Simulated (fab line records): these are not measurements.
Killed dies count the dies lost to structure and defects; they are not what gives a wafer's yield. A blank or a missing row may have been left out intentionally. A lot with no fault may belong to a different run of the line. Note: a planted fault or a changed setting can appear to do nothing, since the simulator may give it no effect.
A lot that was struck, set against a sound lot | flow gf180mcu | 18 steps out of a route of 602
Sound: these wafers, L801.1, L801.3, L801.5. Struck: wafers L812.3, L812.5, L812.6. The cause is given at the end.
For every step that has rows: the tool of each side, followed by ch and its chambers, followed by its first start. Under that, the readings that differ: sound wafers | struck wafers | difference of the means | sigmas: that difference in standard deviations of wafers without a fault.
alike: a reading whose means differ by less than 2 such deviations, as well as words and numbers matching on both sides. not compared: withheld readings; readings where some wafer has no value; bounds like >300 that might hide an equal value; numbers whose values overlap and for which the record gives no deviation.
Wherever a step has rows on one side only, a row that says differs or no value, or a row with sigmas, the two part there. Non-overlapping numbers with no deviation appear without sigmas and do not part them. Lack of a reading on every wafer of one side parts them only where that side has two or more wafers.

first, 3 steps without rows for these wafers: GF_HV_LDD_EXPOSE_04 (exposes mask Nplus LV AREA, target cd 400 nm); GF_HV_LDD_PEB_05; GF_HV_LDD_DEVELOP_06 (develop time 60 s).
GF_HV_LDD_CD_MEAS_07: the cd target is 400 nm.
  struck on cdSem-02, day 14 07:53; sound on cdSem-02, day 10 11:39
reading   | sound             | struck            | difference | sigmas
cdNm (nm) | 396.6 395.5 396.8 | 404.4 405.1 403.2 | +7.9       | +3
GF_HV_LDD_OVL_MEAS_08:
  struck on overlay-02, day 14 07:59; sound on overlay-01, day 10 11:46
  alike: HV_LDD_OVL
after that, 1 step had no rows for these wafers: GF_HV_LDD_IMPLANT_09.
GF_HV_LDD_STRIP_10: strips in O2/N2.
  sound on plasmaAsher-01 ch 1, day 10 11:58; struck on plasmaAsher-02 ch 0,1, day 14 08:11
reading                  | sound             | struck            | difference | sigmas
stripTimeToEndpointS (s) | 12.58 12.60 12.57 | 12.68 12.66 12.64 | +0.08      | +2
  alike: drypumpMotorCurrentA, heaterPowerW, oesProductAu
  not compared: rfHoursCounterH
GF_HV_LDD_TW_MEAS_11:
  struck on filmMetro-04, day 14 08:16; sound on filmMetro-01, day 10 12:04
  alike: HV_LDD_TW
then, 4 steps without rows for these wafers: GF_HV_LDD_DEHYDRATE_12 (time 60 s); GF_HV_LDD_HMDS_13 (prime time 60 s); GF_HV_LDD_COAT_14 (resist thk 1000 nm); GF_HV_LDD_SOFTBAKE_15 (time 60 s).
GF_HV_LDD_EXPOSE_16: exposes mask Pplus LV AREA, target cd 400 nm.
  sound on ilineStepper-02 ch 0, day 10 20:53; struck on ilineStepper-01 ch 0, day 14 18:58
reading                      | sound                | struck            | difference | sigmas
model.HV_LDD.overlayXNm (nm) | 0.4699 0.4699 0.4699 | 40.64 40.64 40.64 | +40.17     | 
  alike: mask, focusOffsetNm
then, 2 steps without rows for these wafers: GF_HV_LDD_PEB_17; GF_HV_LDD_DEVELOP_18 (develop time 60 s).
GF_HV_LDD_CD_MEAS_19: the cd target is 400 nm.
  struck on cdSem-02, day 15 05:20; sound on cdSem-02, day 11 05:57
  alike: cdNm
GF_HV_LDD_OVL_MEAS_20:
  struck on overlay-02, day 15 05:38; sound on overlay-01, day 11 06:04
reading            | sound         | struck         | difference | sigmas
HV_LDD_01_OVL (nm) | 1.1 -0.1 -0.4 | 40.6 40.7 41.5 | +40.7      | +31
  not compared: hold
GF_PASSIVATION_PROBE_99:
  the record holds rows for the sound wafers here (prober-02, day 29 10:31) but none for the struck ones

WHERE THEY PART
First at GF_HV_LDD_CD_MEAS_07; last, within this record, at GF_PASSIVATION_PROBE_99.

WHY: whatever the simulator had introduced
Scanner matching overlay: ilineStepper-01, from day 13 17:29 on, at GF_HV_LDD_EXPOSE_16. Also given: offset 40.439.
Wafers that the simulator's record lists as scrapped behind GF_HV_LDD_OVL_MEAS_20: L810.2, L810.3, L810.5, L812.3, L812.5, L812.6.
